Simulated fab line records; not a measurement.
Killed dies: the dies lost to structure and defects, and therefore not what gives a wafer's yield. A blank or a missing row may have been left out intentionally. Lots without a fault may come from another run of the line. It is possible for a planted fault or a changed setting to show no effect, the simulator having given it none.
The tool behind it: which one? -- flow sfqLine -- 15 lots, 45 wafers sampled, at 2 steps of a route of 325

== WHAT THE GAUGES SHOWED, per wafer ==
SFQ_M3_RS_MEAS_919: uses a four-point probe to measure.
lot,measured,on,M3_NB_RS (ohm/sq)
L541,day 44 07:09,filmMetro-03,0.882 0.880 0.883
L542,day 45 09:57,filmMetro-04,0.886 0.894 0.886
L543,day 45 15:59,filmMetro-01,0.984 0.974 0.973
L544,day 45 21:58,filmMetro-03,0.964 0.971 0.964
L545,day 46 05:11,filmMetro-03,0.976 0.979 0.976
L553,day 50 13:07,filmMetro-01,0.893 0.891 0.893
L554,day 50 17:55,filmMetro-01,0.871 0.880 0.870
L555,day 51 01:18,filmMetro-04,0.895 0.895 0.905
L556,day 51 04:44,filmMetro-03,0.867 0.871 0.873
L557,day 51 11:55,filmMetro-01,0.886 0.891 0.878
L558,day 51 13:19,filmMetro-01,0.898 0.911 0.904
L559,day 52 05:57,filmMetro-01,0.895 0.893 0.901
L560,day 52 08:21,filmMetro-04,0.879 0.878 0.871
L562,day 52 21:40,filmMetro-03,0.899 0.899 0.891
L564,day 54 03:38,filmMetro-04,0.874 0.878 0.882

== EACH LOT AND THE TOOL THAT RAN IT (in order: tool; ch and the chambers of the sampled wafers; start) ==
lot,SFQ_TRILAYER_M3_DEP_SPUTTER_073
L541,"pvdSputter-05, day 44 07:04"
L542,"pvdSputter-05, day 45 09:52"
L543,"pvdSputter-05, day 45 15:53"
L544,"pvdSputter-05, day 45 21:52"
L545,"pvdSputter-05, day 46 05:05"
L553,"pvdSputter-06, day 50 13:01"
L554,"pvdSputter-04, day 50 17:49"
L555,"pvdSputter-05, day 51 01:12"
L556,"pvdSputter-04, day 51 04:37"
L557,"pvdSputter-05, day 51 11:49"
L558,"pvdSputter-06, day 51 13:13"
L559,"pvdSputter-05, day 52 05:49"
L560,"pvdSputter-04, day 52 08:13"
L562,"pvdSputter-06, day 52 21:33"
L564,"pvdSputter-04, day 54 03:33"
- SFQ_TRILAYER_M3_DEP_SPUTTER_073: material Nb, target thk 200 nm, time 133.3 s.

== WHAT THE TOOLS THEMSELVES READ (means of the sampled wafers that have a number; where no wafer has one, the mark that the record gives instead) ==
SFQ_TRILAYER_M3_DEP_SPUTTER_073.
lot,tool,throttleValvePct (%)
L541,pvdSputter-05,29.8
L542,pvdSputter-05,29.2
L543,pvdSputter-05,29.2
L544,pvdSputter-05,29.8
L545,pvdSputter-05,30.6
L553,pvdSputter-06,29.6
L554,pvdSputter-04,29.4
L555,pvdSputter-05,29.5
L556,pvdSputter-04,28.8
L557,pvdSputter-05,30.1
L558,pvdSputter-06,31.9
L559,pvdSputter-05,29.0
L560,pvdSputter-04,29.4
L562,pvdSputter-06,30.7
L564,pvdSputter-04,29.5

== THE ANSWER, worked out from the rows above alone ==
Rule: what is usual is taken from the lots themselves. The widest of any qualifying gaps counts: lots, ordered by their means at a reading, are off when they make up no more than a third of the lots, leave a main group of 4 or more, and stand apart from it by 3 or more times the standard deviation of that group's means. A main group whose means are all the same, to the digits that the tables above print for the reading, isn't used. Also off: a lot with no number at a reading for which 4 or more lots have one. Any other lot the step has rows for is counted as sound. The gauges are gone through in route order, then the tools' own readings, and for those a lot's mean is taken as printed above. At the first step where some lot is off, the reading lying furthest off is the one used; lots without a number count as furthest.
Off: L543, L544, L545, seen at SFQ_M3_RS_MEAS_919 (M3_NB_RS). The main group has a mean of 0.887 ohm/sq with a standard deviation of 0.011.
A tool fits if, at a process step before that reading, it ran every lot that is off, and no sound lot after the first of them. Those tools and the gauges at SFQ_M3_RS_MEAS_919 are tried in the same way. No candidate that was tried fits.

== WHAT WAS PUT IN BY THE SIMULATOR ==
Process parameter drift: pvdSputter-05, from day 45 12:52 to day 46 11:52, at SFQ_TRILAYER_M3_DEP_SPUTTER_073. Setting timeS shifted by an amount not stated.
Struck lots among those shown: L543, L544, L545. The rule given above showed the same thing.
